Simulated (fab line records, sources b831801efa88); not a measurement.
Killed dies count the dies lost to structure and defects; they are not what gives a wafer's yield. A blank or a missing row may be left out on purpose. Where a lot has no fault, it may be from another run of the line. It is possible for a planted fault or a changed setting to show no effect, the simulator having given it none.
Comparing a struck lot with a sound one / flow sky130 / 26 out of 708 route steps
Sound: the wafers L956.1, L956.3, L956.6. Struck: wafer L962.5 (left out: L962.4, a lot-mate that was not struck); the cause follows at the end.
For every step that has rows: the tool of each side, followed by ch and its chambers, followed by its first start. Under that, the readings that differ: sound wafers / struck wafers / difference of the means / sigmas: that difference in standard deviations of wafers without a fault.
alike: words and numbers the same on both sides, and readings whose means are apart by under 2 such deviations; not compared: readings that were withheld, readings missing a value for some wafer, numbers with overlapping values and no deviation given by the record, and bounds like >300 which may hide the same value.
A row with sigmas, a row that says differs or no value, or rows on one side alone: a step with any of these is where the two part. Non-overlapping numbers with no deviation appear without sigmas and do not part them. A reading that every wafer of one side lacks parts them only if that side has two wafers or more.

first, 9 steps without rows for these wafers: SKY_LI_CONTACT_ETCH_14 (etches BARC in N2/H2, stops on SiO2, time 45.9 s, target depth 60 nm); SKY_LI_CONTACT_ETCH_15 (etches PSG in C4F8/O2/Ar, stops on Si, target depth 600 nm); SKY_LI_CONTACT_STRIP_16 (strips in O2/N2); SKY_LI_CONTACT_CLEAN_17 (cleans in NMP, time 600 s); SKY_LI_CONTACT_PRE_CLEAN_18 (time 5.6 s); SKY_LI_CONTACT_SPUTTER_19 (material Ti, target thk 20 nm, time 106.37 s); SKY_LI_CONTACT_SPUTTER_20 (material TiN, target thk 20 nm, time 80 s); SKY_LI_CONTACT_CVD_21 (deposits W, target thk 400 nm, time 120.56 s); SKY_LI_CONTACT_CMP_24 (polishes, stops on PSG, t overpolish 20 s, target thk 0 nm).
SKY_LOCAL_INTERCONNECT_SPUTTER_00: material TiN, target thk 100 nm, time 83.3 s.
  sound: pvd_sputter-02 at day 33 00:26; struck: pvd_sputter-02 at day 35 02:02
reading=chamber_pressure_pa (Pa); sound=0.4003 0.4013 0.4002; struck=0.3989; difference=-0.0017; sigmas=-2
reading=model.TiN_of_LOCAL_INTERCONNECT_SPUTTER_00.thk_nm (nm); sound=102.2 103.6 102.5; struck=194; difference=+91; sigmas=
  alike: cathode_dc_power_W, throttle_valve_pct
SKY_LOCAL_INTERCONNECT_RS_MEAS_01: a four-point-probe measurement.
  sound: film_metro-03 at day 33 00:29; struck: film_metro-01 at day 35 02:09
reading=LOCAL_INTERCONNECT_TIN_RS (ohm/sq); sound=13.83 13.64 13.79; struck=7.14; difference=-6.61; sigmas=-39
SKY_LOCAL_INTERCONNECT_THK_MEAS_02: measures by xrf.
  sound: film_metro-03 at day 33 00:37; struck: film_metro-01 at day 35 02:14
reading=LOCAL_INTERCONNECT_TIN_THK (nm); sound=99.8 101.2 100.9; struck=191.3; difference=+90.7; sigmas=+82
then, 9 steps without rows for these wafers: SKY_LOCAL_INTERCONNECT_DEHYDRATE_03 (time 60 s); SKY_LOCAL_INTERCONNECT_HMDS_04 (prime time 60 s); SKY_LOCAL_INTERCONNECT_COAT_05 (resist thk 60 nm); SKY_LOCAL_INTERCONNECT_COAT_06 (resist thk 450 nm); SKY_LOCAL_INTERCONNECT_SOFTBAKE_07 (time 90 s); SKY_LOCAL_INTERCONNECT_EXPOSE_08 (exposes mask LI1M, target cd 170 nm); SKY_LOCAL_INTERCONNECT_PEB_09; SKY_LOCAL_INTERCONNECT_DEVELOP_10 (develop time 60 s); SKY_LOCAL_INTERCONNECT_ETCH_13 (etches BARC in N2/H2, stops on SiO2, time 45.9 s, target depth 60 nm).
SKY_LOCAL_INTERCONNECT_METAL_ETCH_14: etches TiN in Cl2/BCl3, stops on PSG, target depth 110 nm, time 31.4 s.
  sound on rie_metal-04 ch 0,1, day 34 03:31; struck on rie_metal-04 ch 0, day 36 05:05
reading=oes_product_au (a.u.); sound=0.955 0.965 0.949; struck=0.999; difference=+0.043; sigmas=+5
reading=throttle_valve_pct (%); sound=21.890 21.896 21.887; struck=21.851; difference=-0.040; sigmas=-4
  alike: drypump_motor_current_A
  not compared: rf_hours_counter_h
then, 1 step without rows for these wafers: SKY_LOCAL_INTERCONNECT_STRIP_15 (strips in O2/N2).
SKY_LOCAL_INTERCONNECT_STRIP_16: strips in post etch residue remover, time 1200 s.
  sound on wet_bench-02 ch 0, day 34 03:40; struck on wet_bench-03 ch 0, day 36 05:13
reading=model.TiN_of_LOCAL_INTERCONNECT_SPUTTER_00.thk_nm (nm); sound=101.8 103.1 102.1; struck=193.6; difference=+91.3; sigmas=
  alike: bath_heat_duty_pct
then, 1 step without rows for these wafers: SKY_LOCAL_INTERCONNECT_CLEAN_17 (cleans in IPA, time 180 s).
-- record jumps: 14 days separate the struck wafers' starts on either side; left off in module LOCAL_INTERCONNECT, taken up again in module PAD_OPEN, whose first shown step is the route's number 708 --
SKY_PAD_OPEN_PROBE_99:
  record: rows for the struck wafers here (prober-01, day 49 21:28), none for the sound ones

== WHERE THEY PART ==
At SKY_LOCAL_INTERCONNECT_SPUTTER_00 first; at SKY_PAD_OPEN_PROBE_99 last (within this record only).

WHY: what had been put in by the simulator
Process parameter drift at SKY_LOCAL_INTERCONNECT_SPUTTER_00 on pvd_sputter-02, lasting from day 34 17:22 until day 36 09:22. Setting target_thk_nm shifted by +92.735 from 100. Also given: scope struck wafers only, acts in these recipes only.
